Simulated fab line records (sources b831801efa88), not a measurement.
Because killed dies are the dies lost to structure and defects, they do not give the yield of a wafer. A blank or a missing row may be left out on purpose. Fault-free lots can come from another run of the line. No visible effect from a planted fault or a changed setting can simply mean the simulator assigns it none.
Which tool did it? :: flow sky130 :: 27 wafers from 9 lots sampled at 6 of the route's 708 steps

WHAT THE GAUGES SHOWED, per wafer
SKY_METAL4_OVL_MEAS_14.
lot: L142
measured: day 41 09:13
on: overlay-01
METAL4_OVL (nm): 8 10 8

lot: L144
measured: day 42 13:28
on: overlay-01
METAL4_OVL (nm): 5 3 0

lot: L146
measured: day 42 23:19
on: overlay-02
METAL4_OVL (nm): 14 12 13

lot: L149
measured: day 43 21:31
on: overlay-01
METAL4_OVL (nm): -4 0 -3

lot: L153
measured: day 44 14:52
on: overlay-01
METAL4_OVL (nm): -7 -11 1

lot: L152
measured: day 44 20:24
on: overlay-02
METAL4_OVL (nm): 10 7 7

lot: L158
measured: day 46 02:19
on: overlay-02
METAL4_OVL (nm): 8 1 9

lot: L162
measured: day 47 19:40
on: overlay-02
METAL4_OVL (nm): 12 3 4

lot: L163
measured: day 47 21:46
on: overlay-02
METAL4_OVL (nm): -3 9 5

SKY_METAL5_RS_MEAS_05: measurement is done with a four-point probe.
lot: L142
measured: day 42 11:40
on: film metro-03
METAL5_ALCU_RS (ohm/sq): 0.0273 0.02723 0.02738

lot: L144
measured: day 43 14:46
on: film metro-04
METAL5_ALCU_RS (ohm/sq): 0.02714 0.02728 0.02707

lot: L146
measured: day 44 03:07
on: film metro-01
METAL5_ALCU_RS (ohm/sq): 0.02749 0.02729 0.02729

lot: L149
measured: day 44 22:05
on: film metro-04
METAL5_ALCU_RS (ohm/sq): 0.02777 0.02776 0.02789

lot: L153
measured: day 45 14:26
on: film metro-04
METAL5_ALCU_RS (ohm/sq): 0.0272 0.02725 0.0419

lot: L152
measured: day 45 19:25
on: film metro-03
METAL5_ALCU_RS (ohm/sq): 0.02761 0.02769 0.02782

lot: L158
measured: day 47 01:10
on: film metro-04
METAL5_ALCU_RS (ohm/sq): 0.02698 0.0409 0.02718

lot: L162
measured: day 48 17:05
on: film metro-03
METAL5_ALCU_RS (ohm/sq): 0.02781 0.02771 0.02786

lot: L163
measured: day 48 19:58
on: film metro-01
METAL5_ALCU_RS (ohm/sq): 0.02728 0.02687 0.02688

SKY_METAL5_THK_MEAS_06: measures by xrf.
lot: L142
measured: day 42 11:46
on: film metro-03
METAL5_ALCU_THK (nm): 1120 1117 1118

lot: L144
measured: day 43 14:53
on: film metro-04
METAL5_ALCU_THK (nm): 1130 1128 1135

lot: L146
measured: day 44 03:14
on: film metro-01
METAL5_ALCU_THK (nm): 1121 1137 1133

lot: L149
measured: day 44 22:13
on: film metro-04
METAL5_ALCU_THK (nm): 1122 1124 1110

lot: L153
measured: day 45 14:34
on: film metro-04
METAL5_ALCU_THK (nm): 1132 1124 736

lot: L152
measured: day 45 19:31
on: film metro-03
METAL5_ALCU_THK (nm): 1109 1114 1100

lot: L158
measured: day 47 01:16
on: film metro-04
METAL5_ALCU_THK (nm): 1133 747 1126

lot: L162
measured: day 48 17:12
on: film metro-03
METAL5_ALCU_THK (nm): 1104 1109 1105

lot: L163
measured: day 48 20:04
on: film metro-01
METAL5_ALCU_THK (nm): 1127 1148 1148

EACH LOT AND THE TOOL THAT RAN IT (in order: tool; ch and the chambers of the sampled wafers; start)
lot: L142
SKY_VIA4_STRIP_13: plasma asher-01 ch 0,1, day 42 10:09
SKY_VIA4_SPUTTER_17: pvd sputter-01, day 42 10:47
SKY_METAL5_SPUTTER_02: pvd sputter-02, day 42 11:31

lot: L144
SKY_VIA4_STRIP_13: plasma asher-04 ch 0,1, day 43 13:18
SKY_VIA4_SPUTTER_17: pvd sputter-01, day 43 13:53
SKY_METAL5_SPUTTER_02: pvd sputter-02, day 43 14:38

lot: L146
SKY_VIA4_STRIP_13: plasma asher-04 ch 0,1, day 44 01:14
SKY_VIA4_SPUTTER_17: pvd sputter-02, day 44 01:53
SKY_METAL5_SPUTTER_02: pvd sputter-03, day 44 02:59

lot: L149
SKY_VIA4_STRIP_13: plasma asher-01 ch 0,1, day 44 20:17
SKY_VIA4_SPUTTER_17: pvd sputter-01, day 44 21:14
SKY_METAL5_SPUTTER_02: pvd sputter-03, day 44 21:58

lot: L153
SKY_VIA4_STRIP_13: plasma asher-03 ch 0, day 45 12:57
SKY_VIA4_SPUTTER_17: pvd sputter-04, day 45 13:35
SKY_METAL5_SPUTTER_02: pvd sputter-02, day 45 14:19

lot: L152
SKY_VIA4_STRIP_13: plasma asher-01 ch 0,1, day 45 17:54
SKY_VIA4_SPUTTER_17: pvd sputter-02, day 45 18:32
SKY_METAL5_SPUTTER_02: pvd sputter-03, day 45 19:17

lot: L158
SKY_VIA4_STRIP_13: plasma asher-03 ch 0,1, day 46 23:41
SKY_VIA4_SPUTTER_17: pvd sputter-01, day 47 00:16
SKY_METAL5_SPUTTER_02: pvd sputter-02, day 47 01:00

lot: L162
SKY_VIA4_STRIP_13: plasma asher-03 ch 0,1, day 48 15:27
SKY_VIA4_SPUTTER_17: pvd sputter-01, day 48 16:05
SKY_METAL5_SPUTTER_02: pvd sputter-01, day 48 16:58

lot: L163
SKY_VIA4_STRIP_13: plasma asher-04 ch 0,1, day 48 18:24
SKY_VIA4_SPUTTER_17: pvd sputter-02, day 48 18:59
SKY_METAL5_SPUTTER_02: pvd sputter-01, day 48 19:49
- SKY_VIA4_STRIP_13: strips in O2/N2.
- SKY_VIA4_SPUTTER_17: material TiN, target thk 20 nm, time 80 s.
- SKY_METAL5_SPUTTER_02: material AlCu, target thk 1150 nm, time 61.2 s.

WHAT THE TOOLS THEMSELVES READ (means of the sampled wafers that have a number; where no wafer has one, the mark that the record gives instead)
SKY_VIA4_STRIP_13.
lot: L142
tool: plasma asher-01
chamber pressure mTorr (mTorr): 1499.5
drypump motor current A (A): 6.0
oes product au (a.u.): 0.709
strip time to endpoint s (s): 12.806

lot: L144
tool: plasma asher-04
chamber pressure mTorr (mTorr): 1500.2
drypump motor current A (A): 6.0
oes product au (a.u.): 0.710
strip time to endpoint s (s): 12.801

lot: L146
tool: plasma asher-04
chamber pressure mTorr (mTorr): 1499.8
drypump motor current A (A): 6.1
oes product au (a.u.): 0.710
strip time to endpoint s (s): 12.797

lot: L149
tool: plasma asher-01
chamber pressure mTorr (mTorr): 1499.9
drypump motor current A (A): 5.8
oes product au (a.u.): 0.714
strip time to endpoint s (s): 12.790

lot: L153
tool: plasma asher-03
chamber pressure mTorr (mTorr): 1497.9
drypump motor current A (A): 5.0
oes product au (a.u.): 0.713
strip time to endpoint s (s): 12.793

lot: L152
tool: plasma asher-01
chamber pressure mTorr (mTorr): 1501.7
drypump motor current A (A): 6.0
oes product au (a.u.): 0.707
strip time to endpoint s (s): 12.774

lot: L158
tool: plasma asher-03
chamber pressure mTorr (mTorr): 1500.9
drypump motor current A (A): 5.7
oes product au (a.u.): 0.717
strip time to endpoint s (s): 12.789

lot: L162
tool: plasma asher-03
chamber pressure mTorr (mTorr): 1500.8
drypump motor current A (A): 5.4
oes product au (a.u.): 0.710
strip time to endpoint s (s): 12.801

lot: L163
tool: plasma asher-04
chamber pressure mTorr (mTorr): 1500.9
drypump motor current A (A): 6.1
oes product au (a.u.): 0.711
strip time to endpoint s (s): 12.825

SKY_VIA4_SPUTTER_17.
lot: L142
tool: pvd sputter-01
cathode dc power W (W): 4000.4
throttle valve pct (%): 30.5

lot: L144
tool: pvd sputter-01
cathode dc power W (W): 3999.7
throttle valve pct (%): 30.2

lot: L146
tool: pvd sputter-02
cathode dc power W (W): 3999.9
throttle valve pct (%): 30.9

lot: L149
tool: pvd sputter-01
cathode dc power W (W): 4000.2
throttle valve pct (%): 30.5

lot: L153
tool: pvd sputter-04
cathode dc power W (W): 4000.0
throttle valve pct (%): 30.0

lot: L152
tool: pvd sputter-02
cathode dc power W (W): 4000.3
throttle valve pct (%): 30.8

lot: L158
tool: pvd sputter-01
cathode dc power W (W): 4000.4
throttle valve pct (%): 30.3

lot: L162
tool: pvd sputter-01
cathode dc power W (W): 4000.6
throttle valve pct (%): 30.4

lot: L163
tool: pvd sputter-02
cathode dc power W (W): 4000.7
throttle valve pct (%): 29.8

SKY_METAL5_SPUTTER_02.
lot: L142
tool: pvd sputter-02
cathode dc power W (W): 10451
throttle valve pct (%): 29.9

lot: L144
tool: pvd sputter-02
cathode dc power W (W): 10449
throttle valve pct (%): 29.5

lot: L146
tool: pvd sputter-03
cathode dc power W (W): 10450
throttle valve pct (%): 30.1

lot: L149
tool: pvd sputter-03
cathode dc power W (W): 10451
throttle valve pct (%): 30.0

lot: L153
tool: pvd sputter-02
cathode dc power W (W): 10451
throttle valve pct (%): 29.6

lot: L152
tool: pvd sputter-03
cathode dc power W (W): 10451
throttle valve pct (%): 28.6

lot: L158
tool: pvd sputter-02
cathode dc power W (W): 10450
throttle valve pct (%): 30.7

lot: L162
tool: pvd sputter-01
cathode dc power W (W): 10450
throttle valve pct (%): 30.0

lot: L163
tool: pvd sputter-01
cathode dc power W (W): 10449
throttle valve pct (%): 30.9

THE ANSWER, worked out from the rows above alone
Rule: usual is defined by the lots themselves. The widest of any qualifying gaps counts: lots, ordered by their means at a reading, are off when they make up no more than a third of the lots, leave a main group of 4 or more, and stand apart from it by 3 or more times the standard deviation of that group's means. The tables above print the reading to a certain number of digits; a main group whose means all agree to those digits is not used. Also off: a lot with no number at a reading for which 4 or more lots have one. Where the step has rows for the other lots, those lots are counted as sound. First the gauges in route order, then the tools' own readings, where a lot's mean is used as printed above. At the first step where some lot is off, the reading lying furthest off is the one used; lots without a number count as furthest.
Off: L153, L158, seen at SKY_METAL5_RS_MEAS_05 (METAL5_ALCU_RS). The main group has a mean of 0.02745 ohm/sq with a standard deviation of 0.0003.
A tool fits if, at a process step before that reading, it ran every lot that is off, and no sound lot after the first of them. Gauges at SKY_METAL5_RS_MEAS_05: tried the same way as those tools. This does not decide it: 2 tools fit, namely pvd sputter-02 at SKY_METAL5_SPUTTER_02 and film metro-04 at SKY_METAL5_RS_MEAS_05.

WHAT WAS PUT IN BY THE SIMULATOR
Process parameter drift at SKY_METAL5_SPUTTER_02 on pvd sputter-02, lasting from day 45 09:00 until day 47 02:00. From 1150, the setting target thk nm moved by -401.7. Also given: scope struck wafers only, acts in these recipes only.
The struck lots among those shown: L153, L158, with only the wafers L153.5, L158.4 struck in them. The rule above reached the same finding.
